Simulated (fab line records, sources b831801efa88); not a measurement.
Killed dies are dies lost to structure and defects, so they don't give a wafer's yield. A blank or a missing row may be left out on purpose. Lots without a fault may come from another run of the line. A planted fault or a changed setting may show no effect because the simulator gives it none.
Problem report in the 8D (eight disciplines) form, filled by code | flow sky130 | the parts of the form that need people (team, actions taken, sign-off) are left out

1. THE PROBLEM
o2_flow_sccm at SKY_SD_N_STRIP_11 reads a mean of 2400 sccm on 6 wafers of 2 lots; wafers without a fault read 3001 sccm with a standard deviation of 9.6. That is -63 standard deviations from the usual mean.
The step: strips in O2/N2.
First seen on wafer L342.1, day 30 15:30, on plasma_asher-01. The record holds 39 wafers of 13 lots with a number at this step. Rule for "out", or "out of limits": more than 4 standard deviations from the usual mean. The other wafers with a number count as sound.

2. WHAT IT IS AND WHAT IT IS NOT
question                    | is                                     | is not
which readings at this step | o2_flow_sccm, strip_time_to_endpoint_s | drypump_motor_current_A, oes_product_au
which lots                  | L342, L346                             | L337, L339, L340, L349, L352, L353, L354, L356, L358, L359, L360
which wafers of those lots  | all that have a number                 | -
read on which tools         | plasma_asher-01                        | plasma_asher-03, plasma_asher-04
when                        | from day 30 15:30                      | up to then (9 sound wafers); but 24 sound wafers of L349, L352, L353, L354, L356, L358, L359, L360 came after

3. SUSPECTS, AND WHAT RULES EACH OUT
Counting: a tool at a process step up to the reading stays a suspect if it ran every lot that is out and no sound lot after the first of them.
- plasma_asher-01 at SKY_SD_N_STRIP_11 (strips in O2/N2): ruled out as a lasting fault. Sound lots L353, L358, L360 ran on it after its first lot that is out, L342 (day 30 15:30).
Left after counting: nothing in the record.

4. THE CAUSE (what the simulator had put in)
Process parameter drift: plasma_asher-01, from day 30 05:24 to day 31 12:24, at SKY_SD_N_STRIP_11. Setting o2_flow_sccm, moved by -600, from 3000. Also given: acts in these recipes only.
Counting ruled it out, wrongly.

5. THE CHAIN OF EFFECTS, in route order
Each row: a reading whose mean over the struck wafers that have a number lies more than 3 standard deviations from the usual. Only readings for which the record gives a usual standard deviation are gone through. hours: the time from each lot's start at the first step in this table that gives one to its start at this step, as a median over the lots. sigmas: the change in usual standard deviations.
hours | step              | reading                  | usual     | on struck wafers | change | sigmas
0     | SKY_SD_N_STRIP_11 | o2_flow_sccm             | 3001 sccm | 2400             | -601   | -63
0     | SKY_SD_N_STRIP_11 | strip_time_to_endpoint_s | 22.55 s   | 22.93            | +0.38  | +10
The process steps in it:
- SKY_SD_N_STRIP_11: strips in O2/N2.
Later measuring or inspecting steps at which every struck wafer that the step has a row for has a number for every such reading, and none has moved that far: SKY_METAL3_OVL_MEAS_14, SKY_CAP2M_THK_MEAS_01.

6. WHAT WOULD HAVE CAUGHT IT SOONER
In this record the first reading out of limits was taken at day 30 15:30, 10 hours after the fault began at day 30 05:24.
